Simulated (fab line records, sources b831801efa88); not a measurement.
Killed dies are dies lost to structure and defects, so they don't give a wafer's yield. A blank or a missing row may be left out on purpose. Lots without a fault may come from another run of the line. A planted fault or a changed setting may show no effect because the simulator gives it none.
fab line records | flow sky130
record lots=7 wafers=19 last_day=50
route steps=708 shown SD_N@352 SD_P@359 RES_XHIGH@360 SALICIDE@361 LI_CONTACT@362 PAD_OPEN@708
lots that met no fault: from a run of the same line without faults
start_h: hours from the record's first day to the start of the lot's first wafer shown | wait_h: hours since the lot's step before | " the same as in the row above | L1.1+2: a row that stands for several wafers | - no value, or no start given | * or withheld: withheld | < > ~ a bound
route shown NAME@n: a module of which the file shows steps, and the number in the route of the first | usual: mean/standard deviation of fault-free wafers | same: alike in all rows | chamber/n: place in a boat | sites: the reading at each site | _std_site: their standard deviation | _edge_site: outer sites' mean less inner sites' | radius_mm: how far each site lies from the wafer's centre | mask NAME#n: copy n | behind: the tool/chamber that last shaped the wafer | hold: why the lot was held/for how many hours/how that ended | device: the transistor (n, p or np) that didn't switch | end of line: the same wafers' tests at the end of the route | a step without rows: its recipe alone | killed: dies lost to structure and defects at the first sort, not the wafer's yield | map: a wafer's dies, x killed, . not, _ none there
set.NAME: the setting as run; set.NAME@STEP: as run at that earlier step | model.NAME: the simulator's own value behind a step, which no gauge read
lots at some steps of the route; a table a step, a row a wafer
services: from which hour (start_h, from the record's first day; less than 0 if before it) a tool's chamber was out of use, for how many hours, and why
## steps
# step SKY_SD_N_IMPLANT_10
# recipe species=P energy_kev=20 dose_cm2=1e+14 tilt_deg=0
# step SKY_SD_N_STRIP_11
# recipe chemistry=O2/N2 power_w=1400 pressure_mtorr=1500 platen_temp_c=withheld o2_flow_sccm=3000 n2_flow_sccm=300 overash_fraction=0.5
# usual drypump_motor_current_A=5.4/0.38 oes_product_au=0.527/0.0044 strip_time_to_endpoint_s=22.54/0.058
# columns lot.wafer tool chamber start_h wait_h drypump_motor_current_A oes_product_au rf_hours_counter_h strip_time_to_endpoint_s
L502.1 plasma_asher-01 1 649.29 0.1 5.6 0.530 24 22.57
L502.2 " 0 " " 5.1 0.529 24 22.57
L502.4 " 1 " " 5.5 0.533 - 22.54
L504.1 plasma_asher-03 1 674.30 0.1 4.9 0.536 58 22.51
L504.3 " 1 " " 5.0 0.527 - 22.53
L504.5 " 0 " " 5.4 0.528 - 22.58
L515.1 plasma_asher-03 0 754.49 0.1 5.4 0.529 66 22.58
L515.4 " 1 " " 5.0 0.528 - 22.52
L516.1 plasma_asher-01 1 761.50 0.1 5.6 0.531 35 22.64
L516.2 " 0 " " 5.1 0.522 35 22.62
L516.4 " 1 " " 5.6 0.535 - 22.58
L517.4 plasma_asher-03 0 775.68 0.1 5.5 0.534 - 22.51
L517.6 " 0 " " 5.5 0.533 - 22.51
L518.2 plasma_asher-03 1 779.83 0.1 5.0 0.522 67 22.55
L518.3 " 1 " " 4.9 0.524 - 22.66
L518.4 " 0 " " 5.5 0.519 - 22.57
L524.2 plasma_asher-03 0 819.05 0.1 5.4 0.527 71 22.51
L524.3 " 1 " " 4.9 0.531 - 22.55
L524.6 " 1 " " 4.9 0.522 - 22.50
# step SKY_SD_N_TW_MEAS_12
# usual SD_N_TW=3979/32
# columns lot.wafer tool chamber start_h wait_h SD_N_TW
L502.1 film_metro-01 - 649.39 0.1 3949
L502.2 " - " " 3960
L502.4 " - " " 3952
L504.1 film_metro-03 - 674.40 0.1 3945
L504.3 " - " " 3935
L504.5 " - " " 3925
L515.1 film_metro-01 - 754.59 0.1 3942
L515.4 " - " " 3962
L516.1 film_metro-01 - 761.60 0.1 3949
L516.2 " - " " 3934
L516.4 " - " " 3930
L517.4 film_metro-03 - 775.78 0.1 4005
L517.6 " - " " 3984
L518.2 film_metro-01 - 779.94 0.1 3887
L518.3 " - " " 3910
L518.4 " - " " 3907
L524.2 film_metro-04 - 819.16 0.1 3992
L524.3 " - " " 3999
L524.6 " - " " 3989
# step SKY_SD_N_CLEAN_13
# recipe chemistry=SC1/SC2 mix=1:4:20 temp_c=70 time_s=150 dry=n2_spin
# step SKY_SD_N_RTA_14
# recipe temp_c=1075 time_s=2 idle_temp_c=650 ramp_up_c_per_s=150 ramp_down_c_per_s=90 ambient=N2
# usual lamp_power_pct=15.74/0.047 wafer_temp_C_max=1078.0/1.5
# columns lot.wafer tool chamber start_h wait_h lamp_power_pct wafer_temp_C_max
L502.1 rtp_anneal-01 0 649.50 0.0 15.73 1079.8
L502.2 " 0 " " 15.72 1076.3
L502.4 " 0 " " 15.69 1075.9
L504.1 rtp_anneal-01 0 674.51 0.0 15.80 1081.9
L504.3 " 0 " " 15.72 1080.6
L504.5 " 0 " " 15.77 1080.9
L515.1 rtp_anneal-02 0 754.70 0.0 15.82 1079.1
L515.4 " 0 " " 15.76 1077.5
L516.1 rtp_anneal-01 0 761.71 0.0 15.71 1080.0
L516.2 " 0 " " 15.76 1077.8
L516.4 " 0 " " 15.72 1077.5
L517.4 rtp_anneal-02 0 775.89 0.0 15.75 1076.2
L517.6 " 0 " " 15.73 1076.3
L518.2 rtp_anneal-01 0 780.05 0.0 15.78 1077.3
L518.3 " 0 " " 15.70 1077.7
L518.4 " 0 " " 15.75 1076.4
L524.2 rtp_anneal-01 0 819.27 0.0 15.69 1080.4
L524.3 " 0 " " 15.75 1076.2
L524.6 " 0 " " 15.71 1080.3
# step SKY_SD_N_RS_MEAS_16
# recipe thk_meas_gauge=four-point-probe
# usual SD_N_RS=68.55/0.12
# columns lot.wafer tool chamber start_h wait_h SD_N_RS[ohm/sq]
L502.1 film_metro-04 - 649.68 0.1 68.54
L502.2 " - " " 68.56
L502.4 " - " " 68.42
L504.1 film_metro-01 - 674.68 0.1 68.54
L504.3 " - " " 68.49
L504.5 " - " " 68.50
L515.1 film_metro-04 - 754.88 0.1 68.56
L515.4 " - " " 68.63
L516.1 film_metro-04 - 761.88 0.1 68.41
L516.2 " - " " 68.43
L516.4 " - " " 68.55
L517.4 film_metro-04 - 776.09 0.1 68.77
L517.6 " - " " 68.66
L518.2 film_metro-01 - 780.23 0.1 68.40
L518.3 " - " " 68.48
L518.4 " - " " 68.64
L524.2 film_metro-03 - 819.46 0.1 68.65
L524.3 " - " " 68.68
L524.6 " - " " 68.54
# step SKY_SD_N_RS_MEAS_17
# recipe thk_meas_gauge=four-point-probe
# usual SD_P_RS=147.1/0.35
# columns lot.wafer tool chamber start_h wait_h SD_P_RS[ohm/sq]
L502.1 film_metro-04 - 649.80 0.1 146.7
L502.2 " - " " 146.9
L502.4 " - " " 146.8
L504.1 film_metro-01 - 674.80 0.1 147.1
L504.3 " - " " 147.4
L504.5 " - " " 146.6
L515.1 film_metro-04 - 755.00 0.1 147.5
L515.4 " - " " 147.6
L516.1 film_metro-04 - 762.00 0.1 146.4
L516.2 " - " " 146.9
L516.4 " - " " 146.4
L517.4 film_metro-04 - 776.21 0.1 147.7
L517.6 " - " " 147.2
L518.2 film_metro-01 - 780.35 0.1 147.1
L518.3 " - " " 147.0
L518.4 " - " " 147.1
L524.2 film_metro-03 - 819.58 0.1 147.4
L524.3 " - " " 147.4
L524.6 " - " " 147.2
# step SKY_SD_N_RS_MEAS_18
# recipe thk_meas_gauge=four-point-probe
# usual RES_XHIGH_RS=333.3/1.1
# columns lot.wafer tool chamber start_h wait_h RES_XHIGH_RS[ohm/sq]
L502.1 film_metro-04 - 649.92 0.1 334.8
L502.2 " - " " 332.1
L502.4 " - " " 334.0
L504.1 film_metro-01 - 674.92 0.1 332.3
L504.3 " - " " 331.0
L504.5 " - " " 330.2
L515.1 film_metro-04 - 755.12 0.1 332.1
L515.4 " - " " 332.3
L516.1 film_metro-04 - 762.12 0.1 332.2
L516.2 " - " " 332.8
L516.4 " - " " 331.5
L517.4 film_metro-04 - 776.33 0.1 332.2
L517.6 " - " " 332.8
L518.2 film_metro-01 - 780.47 0.1 332.4
L518.3 " - " " 333.3
L518.4 " - " " 331.8
L524.2 film_metro-03 - 819.70 0.1 333.5
L524.3 " - " " 333.8
L524.6 " - " " 332.9
# step SKY_SALICIDE_CLEAN_00
# recipe chemistry=HF-last time_s=30 dilution=100:1 dry=ipa_marangoni
# step SKY_LI_CONTACT_HDPCVD_00
# recipe material=PSG target_thk_nm=930 sigma_open_frac=0.3 time_s=155 temp_c=600 sih4_flow_sccm=60 pressure_mtorr=6
# step SKY_LI_CONTACT_THK_MEAS_01
# recipe reads=PSG_of_LI_CONTACT_HDPCVD_00
# usual LI_CONTACT_HDPCVD_THK=934/8.9
# columns lot.wafer tool chamber start_h wait_h LI_CONTACT_HDPCVD_THK[nm]
L502.1 film_metro-03 - 650.16 0.1 939
L502.2 " - " " 926
L502.4 " - " " 940
L504.1 film_metro-03 - 675.16 0.1 948
L504.3 " - " " 937
L504.5 " - " " 941
L515.1 film_metro-01 - 755.36 0.1 944
L515.4 " - " " 944
L516.1 film_metro-04 - 762.36 0.1 929
L516.2 " - " " 936
L516.4 " - " " 922
L517.4 film_metro-03 - 776.54 0.0 916
L517.6 " - " " 913
L518.2 film_metro-03 - 780.70 0.1 931
L518.3 " - " " 940
L518.4 " - " " 928
L524.2 film_metro-04 - 819.93 0.1 938
L524.3 " - " " 939
L524.6 " - " " 939
# step SKY_LI_CONTACT_CMP_02
# recipe material=PSG down_force_psi=4 platen_rpm=60 pad_velocity_m_s=0.94248
# usual motor_current_A=11.9/1.1 time_to_endpoint_s=32.3/2.7
# columns lot.wafer tool chamber start_h wait_h motor_current_A time_to_endpoint_s
L502.4 cmp-01 0 650.22 0.0 12.3 37.5
L502.2 " 1 " " 11.2 34.2
L502.1 " 3 " " 10.3 35.4
L504.1 cmp-02 1 675.31 0.1 13.1 33.2
L504.3 " 2 " " 12.6 34.0
L504.5 " 0 " " 12.7 33.8
L515.1 cmp-01 2 755.51 0.1 12.6 31.6
L515.4 " 0 " " 12.5 18.7
L516.2 cmp-01 0 762.42 0.0 12.9 30.0
L516.4 " 1 " " 11.4 14.4
L516.1 " 3 " " 10.3 32.1
L517.4 cmp-01 0 776.62 0.1 12.7 13.8
L517.6 " 0 " " 12.4 29.3
L518.3 cmp-02 2 780.75 0.0 12.8 37.2
L518.4 " 3 " " 12.0 31.6
L518.2 " 1 " " 13.2 33.3
L524.3 cmp-02 2 820.08 0.1 12.0 31.2
L524.2 " 3 " " 12.0 32.3
L524.6 " 0 " " 13.0 33.3
# step SKY_LI_CONTACT_BOW_MEAS_03
# recipe mode=bow
# usual LI_CONTACT_BOW=58/6.2
# columns lot.wafer tool chamber start_h wait_h LI_CONTACT_BOW[um]
L502.1 film_metro-03 - 650.52 0.1 56
L502.2 " - " " 55
L502.4 " - " " 62
L504.1 film_metro-01 - 675.56 0.2 58
L504.3 " - " " 64
L504.5 " - " " 70
L515.1 film_metro-03 - 755.76 0.2 53
L515.4 " - " " 57
L516.1 film_metro-03 - 762.72 0.1 50
L516.2 " - " " 50
L516.4 " - " " 65
L517.4 film_metro-04 - 776.93 0.3 68
L517.6 " - " " 63
L518.2 film_metro-04 - 781.07 0.1 70
L518.3 " - " " 59
L518.4 " - " " 63
L524.2 film_metro-04 - 820.30 0.1 61
L524.3 " - " " 52
L524.6 " - " " 51
# step SKY_PAD_OPEN_PROBE_99
# usual killed_at_M0_to_M3=43/6.5 killed_at_M4_up=3.5/1.9 killed_at_contacts=24/5.4 killed_at_front_end=16/4.8 killed_at_other=0.4/0.64 killed_dies=87/9.4 killed_open=47/7 killed_short=40/6.3
# same gross_dies=492 killed_at_back_side=0
# columns lot.wafer tool chamber start_h wait_h killed_at_M0_to_M3 killed_at_M4_up killed_at_contacts killed_at_front_end killed_at_other killed_dies killed_open killed_short
L502.1 prober-02 - 1077.90 0.1 49 4 27 10 0 90 54 36
L502.2 prober-02 - 1077.95 0.1 45 1 20 6 0 72 45 27
L502.4 prober-02 - 1078.05 0.2 37 1 28 12 0 78 46 32
L504.1 prober-02 - 1094.87 0.1 39 1 22 17 0 79 32 47
L504.3 prober-02 - 1094.97 0.2 62 3 18 14 0 97 56 41
L504.5 prober-02 - 1095.07 0.2 32 2 15 18 0 67 32 34
L515.1 prober-02 - 1150.66 0.1 50 3 18 28 0 99 55 44
L515.4 prober-02 - 1150.81 0.2 43 4 29 22 2 100 49 51
L516.1 prober-01 - 1157.31 0.1 55 6 25 6 1 93 55 38
L516.2 prober-01 - 1157.36 0.1 52 5 33 13 0 103 57 46
L516.4 prober-01 - 1157.46 0.2 37 2 22 10 0 71 36 35
L517.4 prober-02 - 1165.25 0.2 46 2 25 12 0 85 50 35
L517.6 prober-02 - 1165.35 0.2 41 3 22 16 0 82 53 29
L518.2 prober-01 - 1168.36 0.1 38 4 23 17 0 82 47 34
L518.3 prober-01 - 1168.41 0.2 42 3 15 9 0 69 35 34
L518.4 prober-01 - 1168.46 0.2 43 3 20 13 0 79 46 31
L524.2 prober-01 - 1194.84 0.1 43 2 19 21 0 85 46 39
L524.3 prober-01 - 1194.89 0.2 32 1 20 25 1 79 34 44
L524.6 prober-01 - 1195.04 0.2 42 7 24 21 1 95 47 48
# killed by level:class
L502.1 CONTACT:geometric_particle:open=14 LI_CONTACT:geometric_particle:open=8 VIA1:geometric_particle:open=8 VIA2:geometric_particle:open=8 VIA3:geometric_particle:open=8 VIA1:geometric_particle:short=7 METAL3:geometric_particle:short=5 FIELD_ISO:geometric_particle:open=4
L502.2 VIA1:geometric_particle:open=12 CONTACT:geometric_particle:open=9 VIA1:geometric_particle:short=7 VIA3:geometric_particle:open=7 METAL2:geometric_particle:short=6 LI_CONTACT:geometric_particle:open=5 METAL1:geometric_particle:short=4 VIA2:geometric_particle:open=4
L502.4 CONTACT:geometric_particle:open=13 VIA1:geometric_particle:open=10 LI_CONTACT:geometric_particle:open=7 METAL3:geometric_particle:short=5 VIA3:geometric_particle:open=5 CONTACT:geometric_particle:short=4 VIA2:geometric_particle:open=4 FIELD_ISO:geometric_particle:short=3
L504.1 METAL2:geometric_particle:short=7 METAL1:geometric_particle:short=7 FIELD_ISO:geometric_particle:short=6 CONTACT:geometric_particle:open=6 VIA3:geometric_particle:short=6 POLY_GATE:geometric_particle:short=5 LI_CONTACT:geometric_particle:open=5 CONTACT:geometric_particle:short=5
L504.3 VIA1:geometric_particle:open=16 VIA3:geometric_particle:open=9 METAL2:geometric_particle:short=8 VIA2:geometric_particle:open=7 LI_CONTACT:geometric_particle:open=5 CONTACT:geometric_particle:open=5 METAL3:geometric_particle:short=5 FIELD_ISO:geometric_particle:open=4
L504.5 VIA1:geometric_particle:open=7 FIELD_ISO:geometric_particle:short=5 POLY_GATE:geometric_particle:open=5 LI_CONTACT:geometric_particle:open=5 METAL1:geometric_particle:short=5 CONTACT:geometric_particle:open=4 METAL2:geometric_particle:short=4 POLY_GATE:geometric_particle:short=3
L515.1 VIA1:geometric_particle:open=12 FIELD_ISO:geometric_particle:short=11 LI_CONTACT:geometric_particle:open=7 VIA1:geometric_particle:short=7 VIA2:geometric_particle:open=7 METAL1:geometric_particle:short=6 VIA3:geometric_particle:open=6 FIELD_ISO:geometric_particle:open=5
L515.4 VIA1:geometric_particle:open=14 LI_CONTACT:geometric_particle:open=7 CONTACT:geometric_particle:open=7 METAL1:geometric_particle:short=7 POLY_GATE:geometric_particle:short=6 FIELD_ISO:geometric_particle:open=5 CONTACT:geometric_particle:short=5 LOCAL_INTERCONNECT:geometric_particle:short=5
L516.1 VIA2:geometric_particle:open=13 CONTACT:geometric_particle:open=10 VIA1:geometric_particle:open=9 VIA3:geometric_particle:open=8 LI_CONTACT:geometric_particle:open=7 METAL1:geometric_particle:short=7 CONTACT:geometric_particle:short=5 METAL4:geometric_particle:short=5
L516.2 CONTACT:geometric_particle:open=15 VIA1:geometric_particle:open=10 VIA2:geometric_particle:open=9 METAL2:geometric_particle:short=8 LI_CONTACT:geometric_particle:open=5 LOCAL_INTERCONNECT:geometric_particle:short=5 METAL1:geometric_particle:short=5 CONTACT:geometric_particle:short=5
L516.4 CONTACT:geometric_particle:open=9 METAL1:geometric_particle:short=6 VIA3:geometric_particle:short=5 VIA3:geometric_particle:open=5 FIELD_ISO:geometric_particle:short=4 LI_CONTACT:geometric_particle:open=4 LOCAL_INTERCONNECT:geometric_particle:short=4 VIA1:geometric_particle:open=4
L517.4 CONTACT:geometric_particle:open=10 VIA1:geometric_particle:open=10 VIA2:geometric_particle:open=7 LI_CONTACT:geometric_particle:open=6 VIA1:geometric_particle:short=6 VIA3:geometric_particle:open=6 METAL3:geometric_particle:short=5 METAL2:geometric_particle:short=4
L517.6 VIA1:geometric_particle:open=15 LI_CONTACT:geometric_particle:open=10 VIA3:geometric_particle:open=8 POLY_GATE:geometric_particle:open=6 CONTACT:geometric_particle:open=6 METAL2:geometric_particle:short=4 VIA1:geometric_particle:short=4 VIA3:geometric_particle:short=4
L518.2 CONTACT:geometric_particle:open=9 VIA2:geometric_particle:open=6 VIA1:geometric_particle:open=6 LI_CONTACT:geometric_particle:open=5 POLY_GATE:geometric_particle:open=4 POLY_GATE:geometric_particle:short=4 CONTACT:geometric_particle:short=4 VIA1:geometric_particle:short=4
L518.3 VIA2:geometric_particle:open=7 CONTACT:geometric_particle:short=6 VIA3:geometric_particle:open=6 METAL3:geometric_particle:short=5 VIA1:geometric_particle:open=5 METAL2:geometric_particle:open=4 METAL2:geometric_particle:short=4 VIA3:geometric_particle:short=4
L518.4 VIA2:geometric_particle:open=11 CONTACT:geometric_particle:open=9 METAL2:geometric_particle:short=9 VIA1:geometric_particle:open=8 FIELD_ISO:geometric_particle:short=4 VIA3:geometric_particle:open=4 LI_CONTACT:geometric_particle:open=4 FIELD_ISO:geometric_particle:open=3
L524.2 VIA1:geometric_particle:open=9 VIA3:geometric_particle:open=9 FIELD_ISO:geometric_particle:short=8 CONTACT:geometric_particle:short=6 METAL2:geometric_particle:short=6 FIELD_ISO:geometric_particle:open=5 POLY_GATE:geometric_particle:open=5 CONTACT:geometric_particle:open=5
L524.3 POLY_GATE:geometric_particle:short=8 FIELD_ISO:geometric_particle:short=7 LI_CONTACT:geometric_particle:open=6 VIA2:geometric_particle:open=6 LOCAL_INTERCONNECT:geometric_particle:short=5 FIELD_ISO:geometric_particle:open=4 CONTACT:geometric_particle:open=4 VIA1:geometric_particle:open=4
L524.6 FIELD_ISO:geometric_particle:short=8 CONTACT:geometric_particle:open=8 VIA3:geometric_particle:open=8 FIELD_ISO:geometric_particle:open=6 CONTACT:geometric_particle:short=6 METAL2:geometric_particle:short=5 VIA1:geometric_particle:open=5 METAL1:geometric_particle:short=4
## services
# columns tool chamber start_h hours kind
cmp-01 - 641.96 0.2 repair
cmp-02 - 649.71 0.8 repair
cmp-01 - 699.72 1.4 repair
plasma_asher-01 - 700.62 4.9 repair
cmp-02 - 701.28 0.3 repair
rtp_anneal-01 - 703.77 4.6 pm
cmp-01 - 716.52 6.9 pm
cmp-02 - 743.57 1.6 repair
cmp-01 - 745.76 4.0 pm
cmp-01 - 745.77 0.9 repair
cmp-01 - 749.76 - consumable_replace:conditioner
cmp-01 - 749.76 - consumable_replace:pad
plasma_asher-01 - 750.92 2.8 pm
plasma_asher-03 - 756.18 14.6 pm
cmp-01 - 759.12 1.3 repair
cmp-02 - 786.64 30.2 repair
cmp-02 - 804.44 1.9 repair
plasma_asher-01 - 813.90 14.6 pm
cmp-02 - 815.79 3.2 repair
## key
first_sign step=SKY_LI_CONTACT_CMP_02 reading=time_to_endpoint_s direction=down sigmas=6.2 usual=* struck=*
effect none on later readings
met_at SKY_LI_CONTACT_CMP_02
struck_wafers L515.4,L516.4,L517.4
tester_left_out L515,L516,L517
onset_between 650.22 755.51
fault kind=process_parameter_drift tool=cmp-01 chamber=- onset_h=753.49 steps=SKY_LI_CONTACT_CMP_02 channel=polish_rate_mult offset=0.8 shape=step end_h=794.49 scope=struck_wafers_only
# tester_left_out: of these lots the tester's yield and bins aren't shown, on N5 and GAA mostly nor the transistor test; their killed dies are dies lost to structure and defects alone, not to doping, threshold or leakage, so they don't give the yield
